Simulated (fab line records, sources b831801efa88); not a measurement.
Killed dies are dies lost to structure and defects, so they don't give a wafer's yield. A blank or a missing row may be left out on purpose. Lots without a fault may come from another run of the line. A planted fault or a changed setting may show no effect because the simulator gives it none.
Which tool did it? | flow gf180mcu | 12 lots, 36 wafers sampled, at 4 steps of a route of 602

WHAT THE GAUGES READ, wafer by wafer
GF_MIM_RS_MEAS_10: measures by four-point-probe.
lot  | measured     | on            | MIM_ALCU_RS (ohm/sq)
L075 | day 25 06:37 | film_metro-04 | 0.1580 0.1597 0.1574
L076 | day 25 11:38 | film_metro-02 | 0.1582 0.1589 0.1580
L079 | day 26 05:10 | film_metro-02 | 0.1586 0.1589 0.1631
L081 | day 26 20:43 | film_metro-04 | 0.1587 0.1557 0.1576
L083 | day 27 18:20 | film_metro-02 | 0.1617 0.1624 0.1615
L085 | day 28 08:32 | film_metro-04 | 0.1580 0.1606 0.1589
L087 | day 29 01:31 | film_metro-04 | 0.1595 0.1587 0.1588
L088 | day 29 15:23 | film_metro-03 | 0.1593 0.1601 0.1595
L090 | day 30 04:30 | film_metro-04 | 0.1609 0.1616 0.1602
L093 | day 30 19:18 | film_metro-04 | 0.1609 0.1625 0.1626
L094 | day 30 23:59 | film_metro-03 | 0.1620 0.1632 0.1619
L097 | day 31 15:38 | film_metro-04 | 0.1570 0.1608 0.1567

WHICH TOOL RAN EACH LOT (tool, then ch and the chambers of the sampled wafers, then the start)
lot  | GF_M1_METAL_ETCH_16               | GF_V3_ETCH_16                      | GF_V3_SPUTTER_21
L075 | rie_metal-01 ch 1, day 17 15:17   | rie_diel-02 ch 1,3, day 23 04:49   | pvd_sputter-03, day 23 05:29
L076 | rie_metal-01 ch 0,1, day 18 03:30 | rie_diel-04 ch 0,1,2, day 23 10:19 | pvd_sputter-01, day 23 10:59
L079 | rie_metal-03 ch 0,1, day 19 00:31 | rie_diel-02 ch 0,1,2, day 24 04:03 | pvd_sputter-04, day 24 04:43
L081 | rie_metal-03 ch 0,1, day 19 18:28 | rie_diel-04 ch 0,1,3, day 24 21:25 | pvd_sputter-01, day 24 22:04
L083 | rie_metal-01 ch 0,1, day 20 19:12 | rie_diel-02 ch 0,1,3, day 25 20:04 | pvd_sputter-03, day 25 20:43
L085 | rie_metal-01 ch 1, day 21 10:45   | rie_diel-04 ch 0,1, day 26 10:27   | pvd_sputter-03, day 26 11:07
L087 | rie_metal-04 ch 0,1, day 22 07:14 | rie_diel-01 ch 0,3, day 27 04:01   | pvd_sputter-03, day 27 04:40
L088 | rie_metal-04 ch 0,1, day 22 23:35 | rie_diel-04 ch 2,3, day 27 19:13   | pvd_sputter-01, day 27 19:56
L090 | rie_metal-03 ch 0,1, day 23 15:15 | rie_diel-01 ch 0,2,3, day 28 08:58 | pvd_sputter-04, day 28 09:37
L093 | rie_metal-04 ch 0, day 24 11:10   | rie_diel-04 ch 0,3, day 29 01:42   | pvd_sputter-01, day 29 02:22
L094 | rie_metal-04 ch 0,1, day 24 15:24 | rie_diel-04 ch 1,3, day 29 05:25   | pvd_sputter-01, day 29 06:06
L097 | rie_metal-01 ch 0,1, day 25 11:15 | rie_diel-02 ch 0,1, day 29 23:16   | pvd_sputter-01, day 29 23:57
- GF_M1_METAL_ETCH_16: etches the open film in Cl2/BCl3, stops on SiO2, target depth 750.8 nm, time 125.1 s.
- GF_V3_ETCH_16: etches BARC in N2/H2.
- GF_V3_SPUTTER_21: material Ti, target thk 15 nm, time 80.02 s.

THE ANSWER, worked out from the rows above alone
Rule: what is usual is taken from the lots themselves. Put in order of their means at a reading, lots are off if they are a third of the lots or fewer, leave a main group of 4 or more, and stand apart from it by a gap of 3 or more times the standard deviation of the main group's means; of several such gaps the widest counts. A main group whose means are all the same, to the digits that the tables above print for the reading, isn't used. A lot without any number at a reading at which 4 lots or more have one is off too. The other lots that the step has rows for count as sound.
No lot is off at any reading shown: from this, nothing can be told.

WHAT THE SIMULATOR HAD PUT IN
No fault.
